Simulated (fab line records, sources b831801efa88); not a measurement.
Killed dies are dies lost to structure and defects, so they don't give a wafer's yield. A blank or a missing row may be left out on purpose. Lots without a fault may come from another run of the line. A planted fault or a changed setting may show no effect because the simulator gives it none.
Chamber matching | flow gf180mcu | GF_V5_CMP_04 on cmp-01: 4 sister chambers
The step polishes SiO2. 4 wafers are shown with their chamber, then 7 later ones without.

WAFERS WITH THEIR CHAMBER
wafer  | chamber | motor_current_A (A)
L983.3 | 1       | 11.5
L983.4 | 3       | 12.5
L984.1 | 0       | 10.5
L984.4 | 2       | 10.3

WAFERS WITHOUT THEIR CHAMBER
wafer  | motor_current_A (A)
L984.6 | 12.6
L990.1 | 9.7
L990.2 | 10.1
L990.5 | 10.6
L997.1 | 10.4
L997.2 | 10.2
L997.3 | 12.2

WHICH CHAMBER EACH WENT THROUGH
wafer  | from the rows above     | in truth
L984.6 | 3                       | 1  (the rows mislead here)
L990.1 | can't be placed: 2 or 0 | 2
L990.2 | can't be placed: 2 or 0 | 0
L990.5 | can't be placed: 0 or 2 | 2
L997.1 | can't be placed: 0 or 2 | 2
L997.2 | can't be placed: 2 or 0 | 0
L997.3 | can't be placed: 3 or 1 | 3
Placed correctly: 0 of 7. Can't be placed from these rows: 6 (the true chamber is among the candidates in 6). Placed wrongly: 1.
How it was worked out, from the rows above alone: a wafer's distance from a chamber is the root of the sum, over the readings, of the square of ((its reading less the chamber's mean) divided by the reading's scatter). The wafer belongs to the nearest chamber; if the next one is less than 2 further off, it can't be placed. A chamber's mean is the mean of its shown wafers. The scatter: with one shown wafer a chamber, the root of the mean of the squares of how far each hidden wafer lies from its nearest shown one.
